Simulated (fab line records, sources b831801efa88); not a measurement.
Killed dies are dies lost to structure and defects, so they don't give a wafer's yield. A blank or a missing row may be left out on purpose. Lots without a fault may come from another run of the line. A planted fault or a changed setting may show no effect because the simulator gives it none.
Which tool did it? | flow sky130 | 12 lots, 36 wafers sampled, at 4 steps of a route of 708

WHAT THE GAUGES READ, wafer by wafer
SKY_VIA2_CD_MEAS_12: target cd 200 nm.
lot  | measured     | on        | cd_nm (nm)
L076 | day 37 09:16 | cd_sem-02 | 197.7 197.9 197.4
L077 | day 37 17:47 | cd_sem-02 | 199.6 200.8 200.3
L079 | day 38 05:59 | cd_sem-02 | 201.7 200.6 200.8
L081 | day 39 00:48 | cd_sem-02 | 200.3 200.4 200.0
L082 | day 39 10:12 | cd_sem-02 | 201.9 202.2 203.1
L085 | day 39 19:16 | cd_sem-01 | 199.9 199.9 200.5
L087 | day 40 21:54 | cd_sem-02 | 199.8 201.3 201.0
L089 | day 41 08:01 | cd_sem-01 | 198.7 199.2 200.6
L091 | day 41 19:33 | cd_sem-02 | 197.6 200.0 199.3
L093 | day 42 14:07 | cd_sem-02 | 198.4 200.4 199.0
L095 | day 42 22:23 | cd_sem-01 | 202.4 200.4 201.4
L097 | day 43 04:18 | cd_sem-01 | 199.7 201.2 199.7

WHICH TOOL RAN EACH LOT (tool, then ch and the chambers of the sampled wafers, then the start)
lot  | SKY_METAL2_SPUTTER_01        | SKY_METAL2_ETCH_18                | SKY_METAL2_METAL_ETCH_19
L076 | pvd_sputter-04, day 35 02:28 | rie_metal-02 ch 1, day 36 05:31   | rie_metal-02 ch 1, day 36 05:38
L077 | pvd_sputter-01, day 35 12:51 | rie_metal-04 ch 0,1, day 36 14:35 | rie_metal-04 ch 0,1, day 36 14:40
L079 | pvd_sputter-04, day 35 23:10 | rie_metal-02 ch 0,1, day 37 02:13 | rie_metal-02 ch 0,1, day 37 02:17
L081 | pvd_sputter-04, day 36 19:37 | rie_metal-04 ch 0, day 37 22:25   | rie_metal-04 ch 0, day 37 22:29
L082 | pvd_sputter-01, day 37 05:30 | rie_metal-02 ch 0,1, day 38 07:22 | rie_metal-02 ch 0,1, day 38 07:26
L085 | pvd_sputter-04, day 37 14:34 | rie_metal-01 ch 0,1, day 38 16:11 | rie_metal-01 ch 0,1, day 38 16:15
L087 | pvd_sputter-04, day 38 18:31 | rie_metal-04 ch 0,1, day 39 20:23 | rie_metal-04 ch 0,1, day 39 20:27
L089 | pvd_sputter-01, day 39 05:31 | rie_metal-01 ch 0,1, day 40 06:44 | rie_metal-01 ch 0,1, day 40 06:49
L091 | pvd_sputter-01, day 39 17:05 | rie_metal-04 ch 0,1, day 40 18:29 | rie_metal-04 ch 0,1, day 40 18:34
L093 | pvd_sputter-01, day 40 13:15 | rie_metal-01 ch 0,1, day 41 13:37 | rie_metal-01 ch 0,1, day 41 13:41
L095 | pvd_sputter-04, day 40 20:50 | rie_metal-04 ch 0,1, day 41 20:55 | rie_metal-04 ch 0,1, day 41 20:59
L097 | pvd_sputter-04, day 41 02:56 | rie_metal-02 ch 0,1, day 42 03:28 | rie_metal-02 ch 0,1, day 42 03:32
- SKY_METAL2_SPUTTER_01: material TiN, target thk 20 nm, time 16.7 s.
- SKY_METAL2_ETCH_18: etches BARC in N2/H2, stops on SiO2, time 45.9 s, target depth 60 nm.
- SKY_METAL2_METAL_ETCH_19: etches the open film in Cl2/BCl3, stops on SiO2, target depth 360 nm, time 78 s.

THE ANSWER, worked out from the rows above alone
Rule: what is usual is taken from the lots themselves. Put in order of their means at a reading, lots are off if they are a third of the lots or fewer, leave a main group of 4 or more, and stand apart from it by a gap of 3 or more times the standard deviation of the main group's means; of several such gaps the widest counts. A main group whose means are all the same, to the digits that the tables above print for the reading, isn't used. A lot without any number at a reading at which 4 lots or more have one is off too. The other lots that the step has rows for count as sound.
No lot is off at any reading shown: from this, nothing can be told.

WHAT THE SIMULATOR HAD PUT IN
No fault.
